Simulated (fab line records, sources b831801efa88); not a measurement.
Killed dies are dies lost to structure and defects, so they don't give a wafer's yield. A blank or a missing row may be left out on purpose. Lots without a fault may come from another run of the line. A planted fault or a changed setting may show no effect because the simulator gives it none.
Problem report in the 8D (eight disciplines) form, filled by code | flow sky130 | the parts of the form that need people (team, actions taken, sign-off) are left out

1. THE PROBLEM
cd_nm at SKY_VT_ADJUST_HVTR_CD_MEAS_07 reads a mean of 365.8 nm on 3 wafers of 2 lots; wafers without a fault read 379.6 nm with a standard deviation of 2.4. That is -5.8 standard deviations from the usual mean.
The step: target cd 380 nm.
First seen on wafer L810.4, day 13 11:55, on cd_sem-01. The record holds 16 wafers of 6 lots with a number at this step. Rule for "out", or "out of limits": more than 4 standard deviations from the usual mean. The other wafers with a number count as sound.

2. WHAT IT IS AND WHAT IT IS NOT
question                    | is                     | is not
which readings at this step | cd_nm                  | -
which lots                  | L810, L811             | L800, L806, L819, L820
which wafers of those lots  | L810.4, L811.4, L811.6 | L810.1
read on which gauges        | cd_sem-01, cd_sem-02   | -
when                        | from day 13 11:55      | up to then (7 sound wafers); but 6 sound wafers of L819, L820 came after

3. SUSPECTS, AND WHAT RULES EACH OUT
Counting: a tool at a process step up to the reading stays a suspect if it ran every lot that is out. Sound lots after the first of them don't rule it out here, since some wafers of a struck lot are sound.
- the gauge at SKY_VT_ADJUST_HVTR_CD_MEAS_07: ruled out. The wafers that are out were read on 2 gauges (cd_sem-01, cd_sem-02).
- iline_stepper-01 at SKY_VT_ADJUST_HVTR_EXPOSE_04 (exposes mask HVTRM, target cd 380 nm): kept. It ran every lot that is out, first L810 (day 12 23:49); its last sound lot up to then is L806 (day 11 15:42).
Left after counting: iline_stepper-01 at SKY_VT_ADJUST_HVTR_EXPOSE_04.

4. THE CAUSE (what the simulator had put in)
Process parameter drift: iline_stepper-01, from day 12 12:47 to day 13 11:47, at SKY_VT_ADJUST_HVTR_EXPOSE_04. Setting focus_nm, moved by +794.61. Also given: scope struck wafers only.
Counting left only this tool.

5. THE CHAIN OF EFFECTS, in route order
Each row: a reading whose mean over the struck wafers that have a number lies more than 3 standard deviations from the usual. Only readings for which the record gives a usual standard deviation are gone through. hours: the time from each lot's start at the first step in this table that gives one to its start at this step, as a median over the lots. sigmas: the change in usual standard deviations.
hours | step                          | reading | usual    | on struck wafers | change | sigmas
0     | SKY_VT_ADJUST_HVTR_CD_MEAS_07 | cd_nm   | 379.6 nm | 365.8            | -13.8  | -5.8
Later measuring or inspecting steps at which every struck wafer that the step has a row for has a number for every such reading, and none has moved that far: SKY_VT_ADJUST_HVTR_OVL_MEAS_08.

6. WHAT WOULD HAVE CAUGHT IT SOONER
In this record the first reading out of limits at a measuring or inspecting step was taken at day 13 11:55, 23 hours after the fault began at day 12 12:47.
All the lots that are out (2) had begun SKY_VT_ADJUST_HVTR_EXPOSE_04 on iline_stepper-01 by day 13 11:55. A hold on the tool at that time would have spared none of them.
